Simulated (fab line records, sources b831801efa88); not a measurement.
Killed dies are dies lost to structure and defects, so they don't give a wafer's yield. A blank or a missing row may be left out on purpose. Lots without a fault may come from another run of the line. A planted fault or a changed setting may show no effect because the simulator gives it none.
Which tool did it? | flow sky130 | 13 lots, 39 wafers sampled, at 4 steps of a route of 708

WHAT THE GAUGES READ, wafer by wafer
SKY_VT_ADJUST_HVTR_CD_MEAS_07: target cd 380 nm.
lot  | measured     | on        | cd_nm (nm)
L723 | day 10 09:31 | cd_sem-02 | 382.3 381.1 382.7
L725 | day 10 20:35 | cd_sem-02 | 380.2 381.0 381.0
L726 | day 11 01:15 | cd_sem-02 | 380.8 380.5 380.4
L727 | day 11 03:14 | cd_sem-02 | 383.0 380.7 381.0
L731 | day 12 06:55 | cd_sem-01 | 385.6 383.8 384.2
L732 | day 12 12:43 | cd_sem-01 | 381.4 380.1 381.0
L738 | day 14 03:05 | cd_sem-02 | 379.6 381.2 381.4
L740 | day 14 15:31 | cd_sem-02 | 380.1 380.7 379.7
L742 | day 15 08:23 | cd_sem-02 | 377.3 379.2 378.4
L743 | day 15 17:29 | cd_sem-01 | 381.0 382.4 380.5
L744 | day 16 04:43 | cd_sem-01 | 378.1 377.5 375.2
L745 | day 16 05:59 | cd_sem-02 | 378.2 380.3 377.5
L746 | day 16 15:04 | cd_sem-01 | 379.1 380.0 379.6

SKY_VT_ADJUST_HVTR_OVL_MEAS_08.
lot  | measured     | on         | VT_ADJUST_HVTR_OVL (nm)
L723 | day 10 09:36 | overlay-01 | 0.0 -0.2 1.0
L725 | day 10 20:39 | overlay-02 | 2.5 1.0 0.7
L726 | day 11 01:22 | overlay-02 | 0.9 0.9 2.0
L727 | day 11 03:20 | overlay-01 | -2.1 -2.1 -1.0
L731 | day 12 07:02 | overlay-01 | 0.2 -0.8 -0.2
L732 | day 12 12:50 | overlay-02 | 0.3 1.0 1.2
L738 | day 14 03:11 | overlay-02 | 0.8 -0.2 2.9
L740 | day 14 15:38 | overlay-01 | -0.3 0.3 -0.4
L742 | day 15 08:29 | overlay-02 | 3.2 1.8 1.6
L743 | day 15 17:35 | overlay-01 | 1.6 0.8 1.1
L744 | day 16 04:49 | overlay-02 | 2.8 1.5 0.7
L745 | day 16 06:04 | overlay-01 | 0.5 0.7 2.8
L746 | day 16 15:11 | overlay-01 | -1.6 -0.9 0.1

SKY_LDD_P_OVL_MEAS_08.
lot  | measured     | on         | LDD_P_OVL (nm)
L723 | day 19 23:40 | overlay-01 | 0.1 0.3 1.5
L725 | day 20 20:04 | overlay-02 | -1.0 -1.4 -0.7
L726 | day 20 22:04 | overlay-02 | -0.7 0.1 -0.7
L727 | day 21 04:38 | overlay-01 | 1.3 2.3 0.8
L731 | day 22 14:43 | overlay-02 | -1.1 0.1 1.2
L732 | day 22 22:23 | overlay-02 | 0.3 0.0 1.5
L738 | day 24 18:07 | overlay-02 | -0.5 3.0 1.5
L740 | day 25 06:58 | overlay-02 | 1.5 -1.5 -1.0
L742 | day 26 02:01 | overlay-02 | 1.2 2.0 1.7
L743 | day 26 07:53 | overlay-01 | 1.0 -0.2 0.6
L744 | day 26 23:28 | overlay-01 | 2.6 1.0 1.1
L745 | day 27 03:50 | overlay-01 | -0.2 0.4 0.1
L746 | day 27 07:07 | overlay-02 | -0.7 -0.6 0.0

WHICH TOOL RAN EACH LOT (tool, then ch and the chambers of the sampled wafers, then the start)
lot  | SKY_POLY_GATE_STRIP_18
L723 | plasma_asher-01 ch 0,1, day 17 06:58
L725 | plasma_asher-02 ch 0,1, day 18 02:46
L726 | plasma_asher-03 ch 0,1, day 18 05:13
L727 | plasma_asher-02 ch 0,1, day 18 10:05
L731 | plasma_asher-02 ch 0,1, day 19 21:49
L732 | plasma_asher-03 ch 0, day 20 03:20
L738 | plasma_asher-01 ch 0,1, day 22 02:43
L740 | plasma_asher-02 ch 0,1, day 22 17:25
L742 | plasma_asher-01 ch 0,1, day 23 11:23
L743 | plasma_asher-03 ch 0,1, day 23 18:28
L744 | plasma_asher-01 ch 0,1, day 24 11:20
L745 | plasma_asher-01 ch 0,1, day 24 14:31
L746 | plasma_asher-02 ch 1, day 24 19:10
- SKY_POLY_GATE_STRIP_18: strips in O2/N2.

WHAT THE TOOLS THEMSELVES READ (means of the sampled wafers that have a number; where no wafer has one, the mark that the record gives instead)
SKY_POLY_GATE_STRIP_18.
lot  | tool            | chamber_pressure_mTorr (mTorr) | drypump_motor_current_A (A) | oes_product_au (a.u.) | strip_time_to_endpoint_s (s)
L723 | plasma_asher-01 | 1499.4                         | 5.9                         | 0.359                 | 3.14
L725 | plasma_asher-02 | 1499.5                         | 5.1                         | 0.362                 | 3.19
L726 | plasma_asher-03 | 1499.2                         | 5.8                         | 0.360                 | 3.16
L727 | plasma_asher-02 | 1500.3                         | 5.1                         | 0.355                 | 3.13
L731 | plasma_asher-02 | 1499.8                         | 5.2                         | 0.358                 | 3.17
L732 | plasma_asher-03 | 1500.0                         | 4.9                         | 0.364                 | 3.20
L738 | plasma_asher-01 | -                              | -                           | -                     | -
L740 | plasma_asher-02 | -                              | -                           | -                     | -
L742 | plasma_asher-01 | 1499.3                         | 6.1                         | 0.359                 | 3.18
L743 | plasma_asher-03 | 1501.2                         | 5.9                         | 0.368                 | 3.22
L744 | plasma_asher-01 | 1499.9                         | 6.1                         | 0.363                 | 3.18
L745 | plasma_asher-01 | 1498.9                         | 5.9                         | 0.357                 | 3.10
L746 | plasma_asher-02 | 1499.3                         | 5.4                         | 0.359                 | 3.16

THE ANSWER, worked out from the rows above alone
Rule: what is usual is taken from the lots themselves. Put in order of their means at a reading, lots are off if they are a third of the lots or fewer, leave a main group of 4 or more, and stand apart from it by a gap of 3 or more times the standard deviation of the main group's means; of several such gaps the widest counts. A main group whose means are all the same, to the digits that the tables above print for the reading, isn't used. A lot without any number at a reading at which 4 lots or more have one is off too. The other lots that the step has rows for count as sound. The gauges are gone through in route order, then the tools' own readings, and for those a lot's mean is taken as printed above. The first step at which some lot is off is used, and at that step the reading that is off furthest; a lot without a number counts as furthest.
Off: L738, L740, at SKY_POLY_GATE_STRIP_18 (chamber_pressure_mTorr). Without a number there: L738, L740. The main group: mean 1499.7 mTorr, standard deviation 0.61.
A tool fits if, at that step or a process step before it, it ran every lot that is off, and no sound lot after the first of them. None of those tried fits.

WHAT THE SIMULATOR HAD PUT IN
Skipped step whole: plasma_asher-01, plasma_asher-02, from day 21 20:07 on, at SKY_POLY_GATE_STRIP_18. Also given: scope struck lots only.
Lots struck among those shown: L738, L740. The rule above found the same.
